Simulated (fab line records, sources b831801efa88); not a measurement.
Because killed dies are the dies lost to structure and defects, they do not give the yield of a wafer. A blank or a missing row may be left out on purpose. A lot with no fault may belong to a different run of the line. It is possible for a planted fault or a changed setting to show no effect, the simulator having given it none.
What tool caused it? + flow sky130 + 7 lots, 21 wafers sampled, at 1 step of a route of 708

== WHAT THE GAUGES SHOWED, per wafer ==
SKY_VIA2_THK_MEAS_23: measures by xrf.
| lot  | measured     | on            | VIA2_W_THK (nm) |
|------|--------------|---------------|-----------------|
| L237 | day 39 15:38 | film metro-02 | 427 429 445     |
| L240 | day 40 10:22 | film metro-02 | 426 426 433     |
| L242 | day 40 20:38 | film metro-02 | 432 425 448     |
| L248 | day 42 10:33 | film metro-02 | 420 427 425     |
| L252 | day 43 11:19 | film metro-03 | 438 441 443     |
| L254 | day 44 01:27 | film metro-02 | 420 424 426     |
| L256 | day 44 11:34 | film metro-02 | 425 425 425     |

== WHAT TOOL EACH LOT RAN ON (gives the tool, then ch and the chambers of the sampled wafers, and finally the start) ==
No process step before these readings appears in the record.

== THE ANSWER, worked out from the rows above alone ==
Rule: usual is defined by the lots themselves. The widest of any qualifying gaps counts: lots, ordered by their means at a reading, are off when they make up no more than a third of the lots, leave a main group of 4 or more, and stand apart from it by 3 or more times the standard deviation of that group's means. A main group whose means are all the same, to the digits that the tables above print for the reading, isn't used. A lot without any number at a reading at which 4 lots or more have one is off too. The other lots that the step has rows for count as sound.
No lot is off at any reading shown: from this, nothing can be told.

== WHAT WAS PUT IN BY THE SIMULATOR ==
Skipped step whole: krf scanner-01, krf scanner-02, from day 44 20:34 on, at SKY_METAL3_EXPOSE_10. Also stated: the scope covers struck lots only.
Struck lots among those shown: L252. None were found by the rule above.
